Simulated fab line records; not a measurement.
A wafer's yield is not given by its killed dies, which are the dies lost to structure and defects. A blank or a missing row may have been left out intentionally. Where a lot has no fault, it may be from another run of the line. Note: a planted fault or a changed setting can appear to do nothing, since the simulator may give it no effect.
Which tool did it? :: flow gf180mcu :: 18 wafers from 6 lots sampled at 3 of the route's 602 steps

WHAT THE GAUGES READ, wafer by wafer
GF_TOP_METAL_RS_MEAS_05: a four-point-probe measurement.
lot: L786
measured: day 27 23:41
on: filmMetro-04
TOP_METAL_ALCU_RS (ohm/sq): 0.0325 0.0322 0.0326

lot: L788
measured: day 28 19:20
on: filmMetro-03
TOP_METAL_ALCU_RS (ohm/sq): 0.0333 0.0332 0.0337

lot: L791
measured: day 29 10:23
on: filmMetro-04
TOP_METAL_ALCU_RS (ohm/sq): 0.0329 0.0330 0.0325

lot: L794
measured: day 30 12:05
on: filmMetro-03
TOP_METAL_ALCU_RS (ohm/sq): 0.0331 0.0330 0.0332

lot: L799
measured: day 31 18:41
on: filmMetro-04
TOP_METAL_ALCU_RS (ohm/sq): 0.0323 0.0324 0.0328

lot: L803
measured: day 32 21:38
on: filmMetro-04
TOP_METAL_ALCU_RS (ohm/sq): 0.0323 0.0329 0.0325

WHAT TOOL EACH LOT RAN ON (gives the tool, then ch and the chambers of the sampled wafers, and finally the start)
lot: L786
GF_V3_SPUTTER_21: pvdSputter-01, day 23 06:12
GF_TOP_METAL_SPUTTER_01: pvdSputter-04, day 27 23:33

lot: L788
GF_V3_SPUTTER_21: pvdSputter-01, day 24 02:10
GF_TOP_METAL_SPUTTER_01: pvdSputter-02, day 28 19:11

lot: L791
GF_V3_SPUTTER_21: pvdSputter-03, day 24 20:26
GF_TOP_METAL_SPUTTER_01: pvdSputter-04, day 29 10:15

lot: L794
GF_V3_SPUTTER_21: pvdSputter-01, day 26 00:55
GF_TOP_METAL_SPUTTER_01: pvdSputter-03, day 30 11:57

lot: L799
GF_V3_SPUTTER_21: pvdSputter-03, day 27 13:08
GF_TOP_METAL_SPUTTER_01: pvdSputter-04, day 31 18:34

lot: L803
GF_V3_SPUTTER_21: pvdSputter-03, day 28 17:40
GF_TOP_METAL_SPUTTER_01: pvdSputter-02, day 32 21:31
- GF_V3_SPUTTER_21: material Ti, target thk 15 nm, time 80.02 s.
- GF_TOP_METAL_SPUTTER_01: material TiN, target thk 30 nm, time 25 s.

THE ANSWER, worked out from the rows above alone
Rule: the lots themselves supply what counts as usual. The widest of any qualifying gaps counts: lots, ordered by their means at a reading, are off when they make up no more than a third of the lots, leave a main group of 4 or more, and stand apart from it by 3 or more times the standard deviation of that group's means. If all means in a main group match to the digits the tables above print for the reading, that group is not used. Also off: a lot with no number at a reading for which 4 or more lots have one. Where the step has rows for the other lots, those lots are counted as sound.
None of the lots is off at any reading shown; this tells nothing.

WHAT WAS PUT IN BY THE SIMULATOR
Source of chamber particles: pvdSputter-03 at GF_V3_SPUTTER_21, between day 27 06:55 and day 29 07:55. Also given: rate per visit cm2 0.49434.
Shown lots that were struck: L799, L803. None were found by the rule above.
